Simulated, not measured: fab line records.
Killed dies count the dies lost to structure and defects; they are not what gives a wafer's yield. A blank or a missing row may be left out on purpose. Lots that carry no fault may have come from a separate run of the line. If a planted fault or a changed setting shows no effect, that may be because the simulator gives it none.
Chamber matching | flow gf180mcu | 4 sister chambers for GF_STI_ETCH_13 on rie-diel-04
The step etches the open film in CHF3/O2, stops on Si, target depth 282.31 nm, time 112.9 s. 8 wafers are shown with their chamber, then 12 later ones without.

## WAFERS PAIRED WITH THEIR CHAMBERS
wafer  | chamber | drypump-motor-current-A (A) | chamber-pressure-mTorr (mTorr)
L084.6 | 3       | 5.2                         | 40.02
L085.2 | 2       | 5.7                         | 40.12
L085.3 | 3       | 5.2                         | 40.03
L086.1 | 0       | 5.8                         | 40.02
L086.6 | 2       | 5.7                         | 40.10
L087.3 | 1       | 5.9                         | 40.01
L087.5 | 0       | 5.8                         | 39.94
L087.6 | 1       | 5.8                         | 40.09

## WAFERS WHOSE CHAMBER IS MISSING
wafer  | drypump-motor-current-A (A) | chamber-pressure-mTorr (mTorr)
L088.1 | 5.7                         | 39.98
L088.2 | 5.9                         | 39.96
L088.3 | 5.1                         | 39.97
L094.2 | 5.8                         | 40.07
L094.3 | 5.8                         | 40.04
L094.6 | 5.8                         | 40.02
L096.2 | 5.8                         | 39.96
L096.3 | 5.1                         | 40.01
L096.4 | 5.7                         | 40.01
L097.1 | 5.2                         | 39.93
L097.3 | 5.9                         | 39.94
L097.4 | 5.8                         | 40.02

## WHICH CHAMBER EACH ONE RAN IN
wafer  | from the rows above          | in truth
L088.1 | can't be placed: 0 or 2 or 1 | 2
L088.2 | can't be placed: 1 or 0      | 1
L088.3 | 3                            | 3
L094.2 | can't be placed: 1 or 0 or 2 | 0
L094.3 | can't be placed: 1 or 0 or 2 | 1
L094.6 | can't be placed: 0 or 1      | 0
L096.2 | 0                            | 0
L096.3 | 3                            | 3
L096.4 | can't be placed: 2 or 0 or 1 | 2
L097.1 | 3                            | 3
L097.3 | can't be placed: 0 or 1      | 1
L097.4 | can't be placed: 0 or 1      | 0
Placed correctly: 4 of 12. From these rows, 8 cannot be placed; in 8 the true chamber is one of the candidates. Wrongly placed: 0.
How it was worked out, from the rows above alone: a wafer's distance from a chamber is the root of the sum, over the readings, of the square of ((its reading less the chamber's mean) divided by the reading's scatter). The wafer belongs to the nearest chamber; if the next one is less than 2 further off, it can't be placed. For every chamber, the mean is computed from those of its wafers that are shown. The scatter: take each reading less its chamber's mean, square it, sum over the shown wafers, divide by the number of wafers less the number of chambers, and take the root.
